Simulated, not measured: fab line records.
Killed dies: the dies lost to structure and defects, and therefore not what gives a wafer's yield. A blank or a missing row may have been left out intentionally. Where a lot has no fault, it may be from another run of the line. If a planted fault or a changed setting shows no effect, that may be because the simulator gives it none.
Chamber matching :: flow gf180mcu :: 3 sister chambers for GF_MIM_CVD_05 on pecvd-04
The step deposits Si3N4, target thk 42 nm, time 29.086 s. 18 wafers are shown with their chamber, then 9 later ones without.

EACH WAFER AND ITS CHAMBER
wafer: L332.1
chamber: 2
heater_power_w (W): 659

wafer: L332.2
chamber: 1
heater_power_w (W): 630

wafer: L332.6
chamber: 1
heater_power_w (W): 669

wafer: L333.4
chamber: 1
heater_power_w (W): 678

wafer: L333.5
chamber: 0
heater_power_w (W): 466

wafer: L333.6
chamber: 2
heater_power_w (W): 656

wafer: L336.3
chamber: 1
heater_power_w (W): 695

wafer: L336.5
chamber: 0
heater_power_w (W): 485

wafer: L336.6
chamber: 1
heater_power_w (W): 702

wafer: L337.1
chamber: 1
heater_power_w (W): 704

wafer: L337.3
chamber: 0
heater_power_w (W): 483

wafer: L337.4
chamber: 1
heater_power_w (W): 683

wafer: L340.1
chamber: 0
heater_power_w (W): 498

wafer: L340.5
chamber: 0
heater_power_w (W): 508

wafer: L340.6
chamber: 1
heater_power_w (W): 665

wafer: L341.1
chamber: 0
heater_power_w (W): 439

wafer: L341.4
chamber: 2
heater_power_w (W): 679

wafer: L341.6
chamber: 1
heater_power_w (W): 626

SIGNATURES (averages over the wafers above)
reading: heater_power_w
chamber 0: 479.83
chamber 1: 672.44
chamber 2: 664.67
scatter within a chamber: 25.7
Rule: a wafer lies at a distance from a chamber equal to the root of the sum of squares, over the readings, of (its reading less the chamber's mean, divided by the reading's scatter). If the next closest chamber is less than 2 further off than the closest, the wafer can't be placed; otherwise it belongs to the closest. The scatter: take each reading less its chamber's mean, square it, sum over the shown wafers, divide by the number of wafers less the number of chambers, and take the root.

WAFERS MISSING THEIR CHAMBER
wafer: L343.2
heater_power_w (W): 460

wafer: L343.4
heater_power_w (W): 656

wafer: L343.6
heater_power_w (W): 458

wafer: L344.3
heater_power_w (W): 472

wafer: L344.4
heater_power_w (W): 620

wafer: L344.5
heater_power_w (W): 462

wafer: L345.1
heater_power_w (W): 682

wafer: L345.3
heater_power_w (W): 709

wafer: L345.4
heater_power_w (W): 684

CHAMBER TAKEN BY EACH
wafer: L343.2
from the rows above: 0
in truth: 0

wafer: L343.4
from the rows above: can't be placed: 2 or 1
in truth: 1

wafer: L343.6
from the rows above: 0
in truth: 0

wafer: L344.3
from the rows above: 0
in truth: 0

wafer: L344.4
from the rows above: can't be placed: 2 or 1
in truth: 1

wafer: L344.5
from the rows above: 0
in truth: 0

wafer: L345.1
from the rows above: can't be placed: 1 or 2
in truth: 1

wafer: L345.3
from the rows above: can't be placed: 1 or 2
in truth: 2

wafer: L345.4
from the rows above: can't be placed: 1 or 2
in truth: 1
Correctly placed: 4 of 9. Unplaceable from these rows: 5, with the true chamber sitting among the candidates in 5. 0 placed wrongly.
